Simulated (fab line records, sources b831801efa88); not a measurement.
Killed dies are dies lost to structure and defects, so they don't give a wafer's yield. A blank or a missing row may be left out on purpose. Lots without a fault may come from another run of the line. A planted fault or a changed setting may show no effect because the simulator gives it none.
A struck lot beside a sound one | flow sky130 | 28 steps out of a route of 708
Sound: wafers L838.1, L838.3, L838.4. Struck: wafer L846.1. (L846.2, L846.5 of the same lot were not struck and are left out.) The cause comes at the end.
At each step with rows: each side's tool, then ch and its chambers, then its first start. Under that, the readings that differ: sound wafers | struck wafers | difference of the means | sigmas: that difference in standard deviations of wafers without a fault.
alike: readings whose means differ by less than 2 such deviations, and words and numbers that are the same on both sides. not compared: withheld readings, readings that some wafer has no value for, bounds like >300 that may hide the same value, and numbers for which the record gives no deviation and whose values overlap.
The two part at a step that has a row with sigmas, a row that says differs or no value, or rows on one side only. Numbers that don't overlap but have no deviation are shown without sigmas and don't part them. A reading that every wafer of one side lacks parts them only if that side has two wafers or more.

first, 7 steps without rows for these wafers: SKY_VIA4_ETCH_12 (etches SiO2 in C4F8/O2/Ar, stops on TiN, target depth 580 nm); SKY_VIA4_STRIP_13 (strips in O2/N2); SKY_VIA4_STRIP_14 (strips in post etch residue remover, time 1200 s); SKY_VIA4_CLEAN_15 (cleans in IPA, time 180 s); SKY_VIA4_CLEAN_16 (cleans in O3/DIW); SKY_VIA4_SPUTTER_17 (material TiN, target thk 20 nm, time 80 s); SKY_VIA4_CVD_18 (deposits W, target thk 505 nm, time 152.14 s).
SKY_VIA4_RS_MEAS_19: measures by four-point-probe.
  sound on film_metro-02, day 44 15:40; struck on film_metro-01, day 46 15:55
  alike: VIA4_W_RS
SKY_VIA4_THK_MEAS_20: measures by xrf.
  sound on film_metro-02, day 44 15:47; struck on film_metro-01, day 46 16:02
  alike: VIA4_W_THK
SKY_VIA4_CMP_21: polishes, stops on SiO2, t overpolish 25 s, target thk 0 nm.
  sound on cmp-01 ch 0,1,3, day 44 15:50; struck on cmp-02 ch 2, day 46 16:09
  alike: motor_current_A, overpolish_run_s, time_to_endpoint_s
SKY_METAL5_SPUTTER_00: material Ti, target thk 15 nm, time 10 s.
  sound on pvd_sputter-04, day 44 16:08; struck on pvd_sputter-01, day 46 16:24
  alike: throttle_valve_pct
SKY_METAL5_SPUTTER_01: material TiN, target thk 20 nm, time 16.7 s.
  sound on pvd_sputter-04, day 44 16:10; struck on pvd_sputter-01, day 46 16:25
  alike: throttle_valve_pct
SKY_METAL5_SPUTTER_02: material AlCu, target thk 1150 nm, time 61.2 s.
  sound on pvd_sputter-04, day 44 16:11; struck on pvd_sputter-01, day 46 16:27
  reading                                     | sound          | struck | difference | sigmas
  model.AlCu_of_METAL5_SPUTTER_02.thk_nm (nm) | 1146 1128 1158 | 990.6  | -153.4     |
  alike: throttle_valve_pct
SKY_METAL5_SPUTTER_03: material Ti, target thk 5 nm, time 3.3 s.
  sound on pvd_sputter-04, day 44 16:14; struck on pvd_sputter-01, day 46 16:30
  alike: throttle_valve_pct
SKY_METAL5_SPUTTER_04: material TiN, target thk 70 nm, time 58.3 s.
  sound on pvd_sputter-04, day 44 16:16; struck on pvd_sputter-01, day 46 16:31
  alike: throttle_valve_pct
SKY_METAL5_RS_MEAS_05: measures by four-point-probe.
  sound on film_metro-02, day 44 16:19; struck on film_metro-04, day 46 16:34
  reading                 | sound                   | struck  | difference | sigmas
  METAL5_ALCU_RS (ohm/sq) | 0.02714 0.02757 0.02686 | 0.03147 | +0.00428   | +16
SKY_METAL5_THK_MEAS_06: measures by xrf.
  sound on film_metro-02, day 44 16:26; struck on film_metro-04, day 46 16:41
  reading              | sound          | struck | difference | sigmas
  METAL5_ALCU_THK (nm) | 1152 1125 1159 | 997    | -148       | -11
then, 8 steps without rows for these wafers: SKY_METAL5_DEHYDRATE_07 (time 60 s); SKY_METAL5_HMDS_08 (prime time 60 s); SKY_METAL5_COAT_09 (resist thk 1800 nm); SKY_METAL5_SOFTBAKE_10 (time 60 s); SKY_METAL5_EXPOSE_11 (exposes mask MM5, target cd 1600 nm); SKY_METAL5_PEB_12; SKY_METAL5_DEVELOP_13 (develop time 60 s); SKY_METAL5_DESCUM_14 (chemistry O2, time 11 s).
SKY_METAL5_METAL_ETCH_15: etches the open film in Cl2/BCl3, stops on SiO2, target depth 1260 nm, time 252 s.
  sound on rie_metal-04 ch 0,1, day 45 13:24; struck on rie_metal-04 ch 1, day 47 13:35
  reading               | sound             | struck | difference | sigmas
  oes_product_au (a.u.) | 0.896 0.889 0.893 | 0.841  | -0.052     | -10
  alike: bias_w, drypump_motor_current_A, throttle_valve_pct
  not compared: rf_hours_counter_h
then, 1 step without rows for these wafers: SKY_METAL5_STRIP_16 (strips in O2/N2).
SKY_PAD_OPEN_PROBE_99:
  sound on prober-01, day 47 10:46; struck on prober-01, day 49 05:12
  reading                      | sound                   | struck  | difference | sigmas
  model.etest.met5.rs_ohm_sq   | 0.02739 0.02745 0.02716 | 0.03147 | +0.00414   |
  model.etest.met5.line_ohm_um | 0.01703 0.01707 0.01687 | 0.01951 | +0.00252   |
  alike: defect_limited_yield, killed_at_M0_to_M3, killed_at_M4_up, killed_at_contacts, killed_at_front_end, killed_at_other, killed_dies, killed_open, killed_short, sort_bin_3_pad_short, sort_bin_5_function, sort_bin_6_memory, sort_n_pass, sort_yield_pct

WHERE THEY PART
First at SKY_METAL5_RS_MEAS_05; last, within this record, at SKY_METAL5_METAL_ETCH_15. Later steps at which nothing parts them and some readings are alike: SKY_PAD_OPEN_PROBE_99.

WHY: what the simulator had put in
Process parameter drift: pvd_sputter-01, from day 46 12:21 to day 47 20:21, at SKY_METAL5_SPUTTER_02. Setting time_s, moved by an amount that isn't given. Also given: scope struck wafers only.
